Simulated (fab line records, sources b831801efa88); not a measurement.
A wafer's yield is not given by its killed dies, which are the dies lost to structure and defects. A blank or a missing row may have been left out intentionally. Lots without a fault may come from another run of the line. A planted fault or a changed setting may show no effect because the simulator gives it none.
Comparing a struck lot with a sound one :: flow sky130 :: 17 steps out of a route of 708
Sound: these wafers, L313.1, L313.5, L313.6. Struck: wafers L308.1, L308.4, L308.6. Last of all comes the cause.
Order at every step that has rows: each side's tool, ch and its chambers, its first start. Under that, the readings that differ: sound wafers :: struck wafers :: difference of the means :: sigmas: that difference in standard deviations of wafers without a fault.
alike: readings with means less than 2 such deviations apart, plus words and numbers identical on both sides. not compared: withheld readings, readings lacking a value on some wafer, bounds such as >300 that could conceal the same value, and numbers that have no deviation in the record and whose values overlap.
Wherever a step has rows on one side only, a row that says differs or no value, or a row with sigmas, the two part there. Non-overlapping numbers with no deviation appear without sigmas and do not part them. A reading that every wafer of one side lacks parts them only if that side has two wafers or more.

SKY_POLY_GATE_THK_MEAS_04:
  sound: film-metro-03 at day 20 17:17; struck: film-metro-02 at day 19 10:07
  alike: POLY_GATE_CVD_03_THK
then, 8 steps without rows for these wafers: SKY_POLY_GATE_DEHYDRATE_05 (time 60 s); SKY_POLY_GATE_HMDS_06 (prime time 60 s); SKY_POLY_GATE_COAT_07 (resist thk 110 nm); SKY_POLY_GATE_COAT_08 (resist thk 450 nm); SKY_POLY_GATE_SOFTBAKE_09 (time 90 s); SKY_POLY_GATE_EXPOSE_10 (exposes mask P1M, target cd 150 nm); SKY_POLY_GATE_PEB_11; SKY_POLY_GATE_DEVELOP_12 (develop time 60 s).
SKY_POLY_GATE_CD_MEAS_13: target cd 150 nm.
  sound: cd-sem-02 at day 22 00:22; struck: cd-sem-01 at day 20 17:10
  alike: cd-nm
SKY_POLY_GATE_OVL_MEAS_14:
  sound: overlay-01 at day 22 00:29; struck: overlay-02 at day 20 17:17
  alike: POLY_GATE_OVL
SKY_POLY_GATE_ETCH_15: etches BARC in N2/H2, stops on SiO2, time 118.5 s, target depth 110 nm.
  sound on rie-diel-04 ch 0,1,2, day 22 00:31; struck on rie-diel-03 ch 0,2,3, day 20 17:19
  alike: bias-w, chamber-pressure-mTorr, drypump-motor-current-A, oes-product-au, throttle-valve-pct
  not compared: rf-hours-counter-h
SKY_POLY_GATE_ETCH_16: etches Si3N4 in CH3F/O2, stops on poly-Si, time 147.5 s, target depth 75 nm.
  sound on rie-diel-04 ch 0,1,2, day 22 00:36; struck on rie-diel-03 ch 0,2,3, day 20 17:24
  no value came back on the struck wafers for any of 5 readings (O2_flow_sccm (sccm), bias-w (W) and others); on the sound wafers O2_flow_sccm (sccm) reads 30.16 30.13 29.92
reading: model.KrF-thick_of_POLY_GATE_COAT_08.thk-nm (nm)
sound: 234.5 234.4 237.4
struck: 341.7 344.9 343.6
difference: +108.0
sigmas: 
  not compared: rf-hours-counter-h
SKY_POLY_GATE_ETCH_17: etches poly-Si in HBr/Cl2, stops on SiO2, target depth 180 nm, time 70.5 s.
  sound on rie-si-02 ch 0,2,3, day 22 00:42; struck on rie-si-01 ch 1,2,3, day 20 17:30
reading: model.KrF-thick_of_POLY_GATE_COAT_08.thk-nm (nm)
sound: 140.4 141.3 143.7
struck: 248.1 252.4 250.7
difference: +108.6
sigmas: 
  alike: HBr_flow_sccm, bias-w, drypump-motor-current-A, he-backside-leak-sccm, oes-product-au, throttle-valve-pct
  not compared: rf-hours-counter-h
SKY_POLY_GATE_STRIP_18: strips in O2/N2.
  sound on plasma-asher-04 ch 0,1, day 22 00:45; struck on plasma-asher-04 ch 0,1, day 20 17:33
reading: oes-product-au (a.u.)
sound: 0.362 0.354 0.361
struck: 0.408 0.407 0.402
difference: +0.047
sigmas: +10

reading: strip-time-to-endpoint-s (s)
sound: 3.17 3.20 3.20
struck: 4.30 4.37 4.34
difference: +1.15
sigmas: +34
  alike: drypump-motor-current-A
  not compared: rf-hours-counter-h
then, 1 step without rows for these wafers: SKY_POLY_GATE_CLEAN_19 (cleans in SC1/SC2, time 150 s).
-- the record jumps here: 28 days lie between the struck wafers' starts before and after (it left off in module POLY_GATE and takes up again in module PAD_OPEN, whose first step shown is number 708 of the route) --
SKY_PAD_OPEN_PROBE_99:
  sound: prober-02 at day 49 11:30; struck: prober-02 at day 48 17:15
reading: killed-at-contacts
sound: 31 25 33
struck: 23 15 20
difference: -10
sigmas: -2

reading: killed-at-front-end
sound: 10 16 15
struck: 424 434 432
difference: +416
sigmas: +89

reading: killed-dies
sound: 76 81 94
struck: 492 492 492
difference: +408
sigmas: +41

reading: killed-on-rim
sound: 12 13 19
struck: 96 96 96
difference: +81
sigmas: +18
  alike: killed_at_M0_to_M3, killed_at_M4_up, killed-at-other, killed-open, killed-short

## WHERE THEY PART
At SKY_POLY_GATE_ETCH_16 first; at SKY_PAD_OPEN_PROBE_99 last (within this record only).

WHY: what had been put in by the simulator
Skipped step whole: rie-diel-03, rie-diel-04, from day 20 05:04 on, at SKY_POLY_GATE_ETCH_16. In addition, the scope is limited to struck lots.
